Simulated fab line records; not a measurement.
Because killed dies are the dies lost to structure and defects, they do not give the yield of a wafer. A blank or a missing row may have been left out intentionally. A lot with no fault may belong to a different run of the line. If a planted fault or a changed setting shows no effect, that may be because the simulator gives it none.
Chamber matching -- flow gf180mcu -- cmp-02 running GF_V5_CMP_26: 4 sister chambers
The step polishes, stops on SiO2, t overpolish 15 s, target thk 0 nm. 4 wafers are shown with their chamber, then 7 later ones without.

## WAFERS PAIRED WITH THEIR CHAMBERS
wafer,chamber,motor-current-A (A)
L628.1,3,10.6
L628.2,2,9.7
L629.2,0,11.7
L629.3,1,10.6

## WAFERS WITHOUT THEIR CHAMBER
wafer,motor-current-A (A)
L629.5,9.9
L630.1,10.2
L630.3,9.8
L630.5,10.3
L644.1,9.8
L644.4,11.2
L644.5,9.9

## WHICH CHAMBER EACH WENT THROUGH
wafer,from the rows above,in truth
L629.5,can't be placed: 2 or 1 or 3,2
L630.1,can't be placed: 1 or 3 or 2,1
L630.3,2,2
L630.5,can't be placed: 1 or 3 or 2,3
L644.1,2,2
L644.4,can't be placed: 0 or 1 or 3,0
L644.5,can't be placed: 2 or 1 or 3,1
Correct placement for 2 of the 7. Cannot be placed on the basis of these rows: 5; the candidates contain the true chamber in 5. Wrongly placed: 0.
How it was worked out, from the rows above alone: a wafer's distance from a chamber is the root of the sum, over the readings, of the square of ((its reading less the chamber's mean) divided by the reading's scatter). If the next closest chamber is less than 2 further off than the closest, the wafer can't be placed; otherwise it belongs to the closest. For every chamber, the mean is computed from those of its wafers that are shown. The scatter: with one shown wafer a chamber, the root of the mean of the squares of how far each hidden wafer lies from its nearest shown one.
